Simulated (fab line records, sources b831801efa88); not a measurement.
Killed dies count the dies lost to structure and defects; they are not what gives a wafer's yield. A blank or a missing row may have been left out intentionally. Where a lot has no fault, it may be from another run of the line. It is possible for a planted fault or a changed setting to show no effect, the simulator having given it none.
A struck lot beside a sound one || flow sky130 || 14 steps out of a route of 708
Sound: these wafers, L696.2, L696.3, L696.5. Wafers struck: L707.2, L707.3, L707.5. The cause comes at the end.
Order at every step that has rows: each side's tool, ch and its chambers, its first start. Under that, the readings that differ: sound wafers || struck wafers || difference of the means || sigmas: that difference in standard deviations of wafers without a fault.
alike: words and numbers the same on both sides, and readings whose means are apart by under 2 such deviations; not compared: readings that were withheld, readings missing a value for some wafer, numbers with overlapping values and no deviation given by the record, and bounds like >300 which may hide the same value.
Wherever a step has rows on one side only, a row that says differs or no value, or a row with sigmas, the two part there. When numbers do not overlap yet have no deviation, they are printed without sigmas and do not part them. A reading missing from all wafers of one side parts the sides only when that side holds two or more wafers.

first, 4 steps without rows for these wafers: SKY_METAL1_STRIP_21 (strips in post etch residue remover, time 1200 s); SKY_METAL1_CLEAN_22 (cleans in IPA, time 180 s); SKY_METAL1_CLEAN_23 (cleans in O3/DIW); SKY_VIA1_HDPCVD_00 (deposits SiO2, target thk 1030 nm, time 171.7 s).
SKY_VIA1_THK_MEAS_01:
  sound on film-metro-01, day 33 10:20; struck on film-metro-03, day 37 02:02
  alike: VIA1_HDPCVD_THK
SKY_VIA1_CMP_02: polishes SiO2.
  sound on cmp-01 ch 0,3, day 33 10:23; struck on cmp-01 ch 2,3, day 37 02:05
  alike: motor-current-A, slurry-flow-ml-min
SKY_VIA1_BOW_MEAS_03:
  sound on film-metro-01, day 33 10:42; struck on film-metro-01, day 37 02:24
  alike: VIA1_BOW
then, 5 steps without rows for these wafers: SKY_VIA1_DEHYDRATE_04 (time 60 s); SKY_VIA1_HMDS_05 (prime time 60 s); SKY_VIA1_COAT_06 (resist thk 60 nm); SKY_VIA1_COAT_07 (resist thk 450 nm); SKY_VIA1_SOFTBAKE_08 (time 90 s).
SKY_VIA1_EXPOSE_09: exposes mask VIM, target cd 150 nm.
  sound on krf-scanner-02 ch 0, day 33 23:43; struck on krf-scanner-01, day 37 15:44
  no value came back on the struck wafers for exposure-dose-mJ-cm2, focus-offset-nm (nm); on the sound wafers exposure-dose-mJ-cm2 reads 38.00 38.02 38.02
  alike: mask
next, for these wafers, 1 step has no rows: SKY_VIA1_PEB_10.

## WHERE THEY PART
Only at SKY_VIA1_EXPOSE_09, within this record.

WHY: what had been put in by the simulator
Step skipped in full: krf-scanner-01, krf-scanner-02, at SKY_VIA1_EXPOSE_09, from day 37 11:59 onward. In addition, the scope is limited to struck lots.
